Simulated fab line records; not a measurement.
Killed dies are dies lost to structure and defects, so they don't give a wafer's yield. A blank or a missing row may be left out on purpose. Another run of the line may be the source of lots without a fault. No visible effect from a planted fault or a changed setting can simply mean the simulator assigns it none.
fab line records ; flow sfq_line
record: lots: 6; wafers: 16; last_day: 77
route steps=325 shown I4@174 JJ@178
lots that met no fault: from a run of the same line without faults
start_h: hours from the record's first day to the start of the lot's first wafer shown ; wait_h: hours from the lot's prior step to this one ; " as in the row above ; L1.1+2: a single row standing in for several wafers ; - no value, or no start given ; * or withheld: withheld ; < > ~ a bound
route shown NAME@n: NAME is a module with steps in the file, n the number in the route of the first one ; usual: the fault-free wafers' mean and standard deviation ; same: alike in all rows ; chamber/n: place in a boat ; sites: the reading at each site ; _std_site: the values' standard deviation ; _edge_site: outer sites' mean less inner sites' ; radius_mm: how far each site lies from the wafer's centre ; mask NAME#n: copy n ; behind: tool/chamber where the wafer was last shaped ; hold: why the lot was held/for how many hours/how that ended ; device: which transistor (n, p or np) failed to switch ; end of line: the route-end tests of the same wafers ; where a step has no rows: the recipe by itself ; killed: not the wafer's yield, but the dies lost to structure and defects at the first sort ; map: a wafer's dies, marking killed ones x, the rest . and places with no die _
set.NAME: the setting the step ran with; set.NAME@STEP: the setting that earlier step ran with ; model.NAME: the simulator's own value behind a step, which no gauge read
a table for each step, a row for each wafer; lots at some steps of the route
services: the hour from which a tool's chamber was out of use, counted from the record's first day as start_h (under 0 if before that day), plus the number of hours and why
== steps ==
step: SFQ_TRILAYER_I4_VIA_BARC_OPEN_VIA_ETCH_146
recipe: mask_material: PR; chemistry: O2; target_depth_nm: 125; target: BARC; source_w: 500; bias_w: 80; pressure_mtorr: 30; time_s: 41.7
step: SFQ_TRILAYER_I4_VIA_ETCH_VIA_ETCH_106
recipe: target: SiO2; stop_on: Nb; mask_material: PR; taper_deg: 20; chemistry: CHF3; target_depth_nm: 260; source_w: 500; bias_w: 80; pressure_mtorr: 30; time_s: withheld
step: SFQ_TRILAYER_I4_VIA_STRIP_STRIP_107
recipe: gas: O2; power_w: 200; platen_temp_c: 40; overash_fraction: 0.65; chemistry: O2; pressure_mtorr: 50
usual: drypump_motor_current_A: 5.6/0.5; oes_product_au: 1.003/0.011
lot.wafer;tool;chamber;start_h;wait_h;drypump_motor_current_A;oes_product_au;rf_hours_counter_h
L569.4;rie_metal-01;1;959.36;-;5.8;1.004;-
L569.5;rie_metal-01;1;959.36;-;5.8;1.019;-
L569.6;rie_metal-01;0;959.36;-;5.0;1.002;-
L574.1;rie_metal-02;0;988.06;-;6.3;0.996;136
L574.2;rie_metal-02;1;988.06;-;5.6;0.994;155
L574.4;rie_metal-02;1;988.06;-;5.6;0.996;-
L578.3;rie_metal-01;0;1043.00;-;5.0;0.995;-
L578.4;rie_metal-01;1;1043.00;-;5.8;1.006;-
L582.4;rie_metal-03;1;1066.93;-;5.3;0.990;-
L582.6;rie_metal-03;1;1066.93;-;5.3;1.004;-
L583.3;rie_metal-02;0;1077.93;-;6.3;1.004;-
L583.4;rie_metal-02;0;1077.93;-;6.3;1.000;-
L583.6;rie_metal-02;0;1077.93;-;6.3;0.997;-
L586.1;rie_metal-03;0;1095.08;-;5.1;1.017;104
L586.2;rie_metal-03;1;1095.08;-;5.3;1.000;94
L586.3;rie_metal-03;0;1095.08;-;5.1;1.016;-
step: SFQ_TRILAYER_I4_VIA_STRIP_SOLV_CLEAN_108
recipe: chemistry: NMP; temp_c: 70; time_s: 600
step: SFQ_TRILAYER_JJ_TRILAYER_DEP_PRE_CLEAN_113
recipe: gas: Ar; time_s: 22.5; bias_v: 250
step: SFQ_TRILAYER_JJ_TRILAYER_DEP_SPUTTER_109
recipe: material: Nb; base_pressure_pa: 1.33e-06; chamber_pressure_pa: 0.1333; substrate_temp_c: 20; target_thk_nm: 150; power_w: 2000; time_s: 100
usual: throttle_valve_pct: 29.9/0.79
lot.wafer;tool;chamber;start_h;wait_h;throttle_valve_pct
L569.4;pvd_sputter-06;-;959.97;0.0;29.6
L569.5;pvd_sputter-06;-;959.97;0.0;30.8
L569.6;pvd_sputter-06;-;959.97;0.0;29.3
L574.1;pvd_sputter-03;-;988.88;0.0;29.7
L574.2;pvd_sputter-03;-;988.88;0.0;29.0
L574.4;pvd_sputter-03;-;988.88;0.0;30.1
L578.3;pvd_sputter-03;-;1043.91;0.0;29.1
L578.4;pvd_sputter-03;-;1043.91;0.0;29.9
L582.4;pvd_sputter-06;-;1067.54;0.0;29.5
L582.6;pvd_sputter-06;-;1067.54;0.0;29.0
L583.3;pvd_sputter-06;-;1078.95;0.0;29.2
L583.4;pvd_sputter-06;-;1078.95;0.0;31.0
L583.6;pvd_sputter-06;-;1078.95;0.0;30.8
L586.1;pvd_sputter-06;-;1095.90;0.0;29.4
L586.2;pvd_sputter-06;-;1095.90;0.0;29.1
L586.3;pvd_sputter-06;-;1095.90;0.0;31.1
step: SFQ_TRILAYER_JJ_TRILAYER_DEP_SPUTTER_110
recipe: material: Al; base_pressure_pa: 1.33e-06; target_thk_nm: 8; power_w: 500; time_s: 10; chamber_pressure_pa: 0.4
usual: throttle_valve_pct: 30.0/0.8
lot.wafer;tool;chamber;start_h;wait_h;throttle_valve_pct
L569.4;pvd_sputter-06;-;960.04;0.0;29.4
L569.5;pvd_sputter-06;-;960.04;0.0;30.9
L569.6;pvd_sputter-06;-;960.04;0.0;29.1
L574.1;pvd_sputter-03;-;988.96;0.0;29.8
L574.2;pvd_sputter-03;-;988.96;0.0;29.4
L574.4;pvd_sputter-03;-;988.96;0.0;30.0
L578.3;pvd_sputter-03;-;1043.99;0.0;29.3
L578.4;pvd_sputter-03;-;1043.99;0.0;30.0
L582.4;pvd_sputter-06;-;1067.61;0.0;29.2
L582.6;pvd_sputter-06;-;1067.61;0.0;29.3
L583.3;pvd_sputter-06;-;1079.03;0.0;29.3
L583.4;pvd_sputter-06;-;1079.03;0.0;31.1
L583.6;pvd_sputter-06;-;1079.03;0.0;30.8
L586.1;pvd_sputter-06;-;1095.98;0.0;29.4
L586.2;pvd_sputter-06;-;1095.98;0.0;29.2
L586.3;pvd_sputter-06;-;1095.98;0.0;31.0
step: SFQ_TRILAYER_JJ_TRILAYER_DEP_AL_OXIDATION_111
recipe: pressure_mbar: 0.014667; oxidation_time_s: 600; temperature_k: 293
step: SFQ_TRILAYER_JJ_TRILAYER_DEP_SPUTTER_112
recipe: material: Nb; base_pressure_pa: 1.33e-06; chamber_pressure_pa: 0.1333; substrate_temp_c: 20; target_thk_nm: 170; power_w: 2000; time_s: 113.3
usual: throttle_valve_pct: 30.0/0.79
lot.wafer;tool;chamber;start_h;wait_h;throttle_valve_pct
L569.4;pvd_sputter-06;-;961.06;0.5;29.4
L569.5;pvd_sputter-06;-;961.06;0.5;30.7
L569.6;pvd_sputter-06;-;961.06;0.5;29.6
L574.1;pvd_sputter-03;-;989.98;0.5;30.0
L574.2;pvd_sputter-03;-;989.98;0.5;29.3
L574.4;pvd_sputter-03;-;989.98;0.5;30.1
L578.3;pvd_sputter-03;-;1045.01;0.5;29.1
L578.4;pvd_sputter-03;-;1045.01;0.5;30.1
L582.4;pvd_sputter-06;-;1068.63;0.5;29.4
L582.6;pvd_sputter-06;-;1068.63;0.5;29.1
L583.3;pvd_sputter-06;-;1080.05;0.5;28.8
L583.4;pvd_sputter-06;-;1080.05;0.5;31.1
L583.6;pvd_sputter-06;-;1080.05;0.5;30.6
L586.1;pvd_sputter-06;-;1097.00;0.5;29.4
L586.2;pvd_sputter-06;-;1097.00;0.5;29.1
L586.3;pvd_sputter-06;-;1097.00;0.5;31.0
step: SFQ_JJ_RS_MEAS_929
recipe: thk_meas_gauge: four-point-probe; reads: Nb_of_TRILAYER_JJ_TRILAYER_DEP_SPUTTER_112
usual: JJ_NB_RS: 1.051/0.013
lot.wafer;tool;chamber;start_h;wait_h;JJ_NB_RS[ohm/sq]
L569.4;film_metro-03;-;961.20;0.1;1.039
L569.5;film_metro-03;-;961.20;0.1;1.039
L569.6;film_metro-03;-;961.20;0.1;1.039
L574.1;film_metro-02;-;990.06;0.0;1.049
L574.2;film_metro-02;-;990.06;0.0;1.071
L574.4;film_metro-02;-;990.06;0.0;1.071
L578.3;film_metro-01;-;1045.13;0.1;1.058
L578.4;film_metro-01;-;1045.13;0.1;1.049
L582.4;film_metro-03;-;1068.77;0.1;1.048
L582.6;film_metro-03;-;1068.77;0.1;1.054
L583.3;film_metro-03;-;1080.17;0.1;1.059
L583.4;film_metro-03;-;1080.17;0.1;1.067
L583.6;film_metro-03;-;1080.17;0.1;1.049
L586.1;film_metro-01;-;1097.08;0.0;1.046
L586.2;film_metro-01;-;1097.08;0.0;1.044
L586.3;film_metro-01;-;1097.08;0.0;1.046
step: SFQ_TRILAYER_JJ_CE_LITHO_COAT_119
recipe: resist: BARC; spin_rpm: 3000; resist_thk_nm: 62
step: SFQ_TRILAYER_JJ_CE_LITHO_COAT_114
recipe: resist: KrF; spin_rpm: 3000; resist_thk_nm: 600
lot.wafer;tool;chamber;start_h;wait_h;model.KrF_of_TRILAYER_JJ_CE_LITHO_COAT_114.thk_nm
L569.4;litho_track-02;0;961.77;0.2;602.5
L569.5;litho_track-02;0;961.77;0.2;601.9
L569.6;litho_track-02;0;961.77;0.2;601.4
L574.1;litho_track-03;0;990.54;0.2;595.7
L574.2;litho_track-03;0;990.54;0.2;596.9
L574.4;litho_track-03;0;990.54;0.2;596.4
L578.3;litho_track-02;0;1045.67;0.2;585.2
L578.4;litho_track-02;0;1045.67;0.2;599.3
L582.4;litho_track-02;0;1069.34;0.2;599.3
L582.6;litho_track-02;0;1069.34;0.2;583.7
L583.3;litho_track-03;0;1080.71;0.2;599.8
L583.4;litho_track-03;0;1080.71;0.2;600.5
L583.6;litho_track-03;0;1080.71;0.2;599.9
L586.1;litho_track-03;0;1097.56;0.2;601
L586.2;litho_track-03;0;1097.56;0.2;600.4
L586.3;litho_track-03;0;1097.56;0.2;600.8
step: SFQ_TRILAYER_JJ_CE_LITHO_SOFTBAKE_118
recipe: temp_c: withheld; time_s: withheld; resist: KrF
step: SFQ_TRILAYER_JJ_CE_LITHO_EXPOSE_115
recipe: mask_id: J5; na: 0.6; source_shape: conventional; sigma_outer: 0.65; target_cd_nm: 700; dose_mj: 14.4
step: SFQ_TRILAYER_JJ_CE_LITHO_PEB_117
recipe: peb_temp_c: 115; peb_time_s: 60; resist: KrF
step: SFQ_TRILAYER_JJ_CE_LITHO_DEVELOP_116
recipe: time_s: 60; resist: KrF
step: SFQ_JJ_OVL_MEAS_931
usual: J5_OVL: -1/4.9
lot.wafer;tool;chamber;start_h;wait_h;J5_OVL[nm]
L569.4;overlay-01;-;996.84;0.1;5
L569.5;overlay-01;-;996.84;0.1;5
L569.6;overlay-01;-;996.84;0.1;4
L574.1;overlay-01;-;1024.42;0.1;-7
L574.2;overlay-01;-;1024.42;0.1;-1
L574.4;overlay-01;-;1024.42;0.1;5
L578.3;overlay-02;-;1071.26;0.1;-7
L578.4;overlay-02;-;1071.26;0.1;0
L582.4;overlay-01;-;1098.90;0.1;-4
L582.6;overlay-01;-;1098.90;0.1;-6
L583.3;overlay-01;-;1106.10;0.1;5
L583.4;overlay-01;-;1106.10;0.1;-6
L583.6;overlay-01;-;1106.10;0.1;-1
L586.1;overlay-02;-;1122.88;0.1;-6
L586.2;overlay-02;-;1122.88;0.1;-7
L586.3;overlay-02;-;1122.88;0.1;-10
step: SFQ_TRILAYER_JJ_CE_METRO_MEASURE_117
step: SFQ_TRILAYER_JJ_CE_BARC_OPEN_RIE_150
recipe: mask_material: PR; chemistry: O2; target_depth_nm: 240; target: BARC; icp_w: 600; bias_w: 80; pressure_mtorr: 10; time_s: 80
usual: drypump_motor_current_A: 5.7/0.42; oes_product_au: 0.538/0.0048
lot.wafer;tool;chamber;start_h;wait_h;drypump_motor_current_A;oes_product_au;rf_hours_counter_h
L569.4;rie_metal-03;0;998.08;0.4;5.1;0.531;-
L569.5;rie_metal-03;1;998.08;0.4;5.3;0.531;-
L569.6;rie_metal-03;0;998.08;0.4;5.1;0.533;-
L574.1;rie_metal-02;1;1025.65;1.0;5.6;0.540;159
L574.2;rie_metal-02;0;1025.65;1.0;6.3;0.538;140
L574.4;rie_metal-02;0;1025.65;1.0;6.3;0.540;-
L578.3;rie_metal-04;0;1072.51;0.6;6.0;0.546;-
L578.4;rie_metal-04;1;1072.51;0.6;5.8;0.549;-
L582.4;rie_metal-04;0;1100.15;0.4;6.0;0.537;-
L582.6;rie_metal-04;1;1100.15;0.4;5.8;0.545;-
L583.3;rie_metal-02;1;1107.35;0.6;5.6;0.541;-
L583.4;rie_metal-02;0;1107.35;0.6;6.4;0.538;-
L583.6;rie_metal-02;0;1107.35;0.6;6.3;0.537;-
L586.1;rie_metal-04;0;1124.12;1.0;6.0;0.538;107
L586.2;rie_metal-04;1;1124.12;1.0;5.8;0.530;90
L586.3;rie_metal-04;1;1124.12;1.0;5.8;0.536;-
step: SFQ_TRILAYER_JJ_CE_ETCH_RIE_118
recipe: target: Nb; stop_on: Al2O3; mask_material: PR; taper_deg: 13.257; over_etch_frac: 0.15; time_s: 97.7; chemistry: SF6; target_depth_nm: 170; icp_w: 600; bias_w: 80; pressure_mtorr: 10
usual: drypump_motor_current_A: 5.7/0.42; oes_product_au: 0.989/0.008
lot.wafer;tool;chamber;start_h;wait_h;drypump_motor_current_A;oes_product_au;rf_hours_counter_h;model.KrF_of_TRILAYER_JJ_CE_LITHO_COAT_114.thk_nm
L569.4;rie_metal-03;0;998.18;0.1;5.1;0.999;-;475.1
L569.5;rie_metal-03;1;998.18;0.1;5.3;0.986;-;478.6
L569.6;rie_metal-03;0;998.18;0.1;5.1;1.005;-;474.3
L574.1;rie_metal-02;1;1025.74;0.1;5.6;0.990;159;472.9
L574.2;rie_metal-02;0;1025.74;0.1;6.3;0.978;140;473.3
L574.4;rie_metal-02;0;1025.74;0.1;6.4;0.987;-;473
L578.3;rie_metal-04;0;1072.61;0.1;6.0;0.994;-;461.5
L578.4;rie_metal-04;1;1072.61;0.1;5.8;0.994;-;473.9
L582.4;rie_metal-04;0;1100.25;0.1;6.0;0.994;-;475
L582.6;rie_metal-04;1;1100.25;0.1;5.9;0.993;-;459
L583.3;rie_metal-02;1;1107.45;0.1;5.6;0.987;-;477.1
L583.4;rie_metal-02;0;1107.45;0.1;6.3;0.982;-;476.5
L583.6;rie_metal-02;0;1107.45;0.1;6.3;0.996;-;476.3
L586.1;rie_metal-04;0;1124.21;0.1;6.0;0.990;107;478.6
L586.2;rie_metal-04;1;1124.21;0.1;5.9;0.987;90;476.6
L586.3;rie_metal-04;1;1124.21;0.1;5.8;0.998;-;477.5
step: SFQ_TRILAYER_JJ_ANODIZE_ANODIZE_119
recipe: current_density_ma_cm2: withheld; end_current_density_ma_cm2: withheld; bath_temp_c: withheld
== services ==
tool;chamber;start_h;hours;kind
rie_metal-03;-;938.81;14.6;pm
rie_metal-01;0;996.01;-;clean
rie_metal-01;0;996.01;-;consumable_replace:focus_ring
rie_metal-01;0;996.01;19.6;scheduled_down
rie_metal-01;0;996.01;19.6;vent_cycle
rie_metal-03;0;1007.35;4.8;repair
pvd_sputter-03;-;1042.44;0.5;repair
rie_metal-02;1;1071.68;-;clean
rie_metal-02;1;1071.68;-;consumable_replace:focus_ring
rie_metal-02;1;1071.68;17.2;scheduled_down
rie_metal-02;1;1071.68;17.2;vent_cycle
rie_metal-01;1;1080.01;-;clean
rie_metal-01;1;1080.01;-;consumable_replace:focus_ring
rie_metal-01;1;1080.01;12.3;scheduled_down
rie_metal-01;1;1080.01;12.3;vent_cycle
pvd_sputter-06;1;1104.59;-;consumable_replace:kit
pvd_sputter-06;1;1104.59;18.0;scheduled_down
pvd_sputter-06;1;1104.59;18.0;vent_cycle
== key ==
first_sign none at tools or gauges
model_effect: step: SFQ_TRILAYER_JJ_CE_LITHO_COAT_114; value: KrF_of_TRILAYER_JJ_CE_LITHO_COAT_114.thk_nm; without: 599.2; struck: 584.5
model_effect: step: SFQ_TRILAYER_JJ_CE_ETCH_RIE_118; value: KrF_of_TRILAYER_JJ_CE_LITHO_COAT_114.thk_nm; without: 475; struck: 460.2
met_at SFQ_TRILAYER_JJ_CE_LITHO_COAT_114
struck_wafers L578.3,L582.6
onset_between 961.77 1045.67
fault: kind: process_parameter_drift; tool: litho_track-02; chamber: -; onset_h: 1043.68; steps: SFQ_TRILAYER_JJ_CE_LITHO_COAT_114; channel: resist_thk_nm; offset: -14.779; shape: step; end_h: 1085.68; scope: struck_wafers_only; acts_in: these_recipes_only; stated: 600
